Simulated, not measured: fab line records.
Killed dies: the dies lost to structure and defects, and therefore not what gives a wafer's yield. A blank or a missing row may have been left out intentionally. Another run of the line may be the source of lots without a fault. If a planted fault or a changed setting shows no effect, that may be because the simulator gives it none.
A lot that was struck, set against a sound lot ; flow sky130 ; 37 out of 708 route steps
Sound: the wafers L661.1, L661.3, L661.4. The struck wafers were L656.1, L656.2, L656.5. The cause is given at the end.
Per side, at each step with rows, come the tool, then ch with its chambers, and then its first start. Under that, the readings that differ: sound wafers ; struck wafers ; difference of the means ; sigmas: that difference in standard deviations of wafers without a fault.
alike: same words and numbers on both sides, and readings whose means sit less than 2 such deviations apart. not compared: any withheld reading, any reading some wafer has no value for, any bound like >300 that may hide the same value, and any number with overlapping values for which the record gives no deviation.
The two part at a step that has a row with sigmas, a row that says differs or no value, or rows on one side only. Numbers that have no deviation but don't overlap get no sigmas and don't part them. A reading missing from all wafers of one side parts the sides only when that side holds two or more wafers.

first, 9 steps without rows for these wafers: SKY_SONOS_ONO_CVD_04 (deposits SiO2 from SiH4/N2O, target thk 5.7199 nm); SKY_SONOS_ONO_DEHYDRATE_06 (time 60 s); SKY_SONOS_ONO_HMDS_07 (prime time 60 s); SKY_SONOS_ONO_COAT_08 (resist thk 1140 nm); SKY_SONOS_ONO_SOFTBAKE_09 (time 60 s); SKY_SONOS_ONO_EXPOSE_10 (exposes mask ONOM, target cd 410 nm); SKY_SONOS_ONO_PEB_11; SKY_SONOS_ONO_DEVELOP_12 (develop time 60 s); SKY_SONOS_ONO_ETCH_15 (etches the open film in CHF3/O2, target depth 19.52 nm, time 7.8 s).
SKY_SONOS_ONO_WET_ETCH_16: etches SiO2 in dHF, target depth 14 nm, time 280 s.
  sound on wet bench-04 ch 0, day 20 06:04; struck on wet bench-03 ch 2, day 18 13:31
reading;sound;struck;difference;sigmas
run length s (s);304 304 304;641 641 641;+337;+80
model.SiO2_of_FIELD_ISO_CVD_24.thk nm (nm);382.5 384.1 382.9;368.4 367.2 368.7;-15.1;
then, 25 steps without rows for these wafers: SKY_SONOS_ONO_STRIP_17 (strips in O2/N2); SKY_SONOS_ONO_WET_ETCH_18 (etches Si3N4 in H3PO4, target depth 15 nm, time 172 s); SKY_GATE_OXIDE_CLEAN_00 (cleans in SC1/SC2, time 150 s); SKY_GATE_OXIDE_OXIDATION_01 (stabilise 600 s, purge 300 s, target thk 10.268 nm); SKY_GATE_OXIDE_DEHYDRATE_03 (time 60 s); SKY_GATE_OXIDE_HMDS_04 (prime time 60 s); SKY_GATE_OXIDE_COAT_05 (resist thk 1140 nm); SKY_GATE_OXIDE_SOFTBAKE_06 (time 60 s); SKY_GATE_OXIDE_EXPOSE_07 (exposes mask LVOM, target cd 600 nm); SKY_GATE_OXIDE_PEB_08; SKY_GATE_OXIDE_DEVELOP_09 (develop time 60 s); SKY_GATE_OXIDE_IMPLANT_11; SKY_GATE_OXIDE_WET_ETCH_12 (etches SiO2 in dHF, target depth 16.8 nm, time 336 s); SKY_GATE_OXIDE_STRIP_13 (strips in O2/N2); SKY_GATE_OXIDE_CLEAN_15 (cleans in SC1/SC2, time 150 s); SKY_GATE_OXIDE_OXIDATION_16 (stabilise 600 s, purge 300 s, target thk 3.57 nm); SKY_POLY_GATE_CVD_00 (deposits poly-Si, target thk 180 nm, time 720 s); SKY_RES_PROTECT_DEHYDRATE_00 (time 60 s); SKY_RES_PROTECT_HMDS_01 (prime time 60 s); SKY_RES_PROTECT_COAT_02 (resist thk 1140 nm); SKY_RES_PROTECT_SOFTBAKE_03 (time 60 s); SKY_RES_PROTECT_EXPOSE_04 (exposes mask RPM, target cd 1270 nm); SKY_RES_PROTECT_PEB_05; SKY_RES_PROTECT_DEVELOP_06 (develop time 60 s); SKY_POLY_GATE_IMPLANT_02.
-- the record jumps here: 15 days lie between the struck wafers' starts before and after (it left off in module POLY_GATE and takes up again in module SALICIDE, whose first step shown is number 361 of the route) --
SKY_SALICIDE_CLEAN_00: cleans in HF-last, time 30 s.
  sound on wet bench-01 ch 2, day 35 13:00; struck on wet bench-03 ch 2, day 33 17:08
reading;sound;struck;difference;sigmas
model.SiO2_of_FIELD_ISO_CVD_24.thk nm (nm);357.3 359 357.7;343.2 342.1 343.6;-15.0;
-- the record jumps here: 16 days lie between the struck wafers' starts before and after (it left off in module SALICIDE and takes up again in module PAD_OPEN, whose first step shown is number 708 of the route) --
SKY_PAD_OPEN_PROBE_99:
  struck on prober-01, day 50 00:31; sound on prober-02, day 51 00:38
reading;sound;struck;difference;sigmas
model.etest.cap li to poly.c af um2;104 101.5 100.2;92.56 96.57 96.14;-6.81;
model.etest.cap poly to well.c af um2;90.28 92.25 88.51;95.14 94.44 96.91;+5.15;
model.etest.field n.vt v (V);36.64 36.42 36.63;34.52 34.89 33.89;-2.13;
model.etest.sram nfet pass.off log10 a um;-12.71 -12.86 -12.77;-12.26 -11.94 -12.34;+0.60;
model.etest.sram nfet pass.vt v (V);0.6745 0.6889 0.6771;0.6423 0.6304 0.6596;-0.0361;
model.etest.sram nfet pass.vt sat v (V);0.572 0.5901 0.5751;0.5437 0.5263 0.5589;-0.0361;
  alike: killed_at_M0_to_M3, killed_at_M4_up, killed at contacts, killed at front end, killed at other, killed dies, killed open, killed short
  not compared: model.etest.nfet_01v8.off log10 a um

WHERE THEY PART
Only at SKY_SONOS_ONO_WET_ETCH_16, as far as this record shows. Later steps at which nothing parts them and some readings are alike: SKY_PAD_OPEN_PROBE_99.

WHY: what the simulator had put in
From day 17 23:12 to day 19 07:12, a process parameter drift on wet bench-03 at SKY_SONOS_ONO_WET_ETCH_16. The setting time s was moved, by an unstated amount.
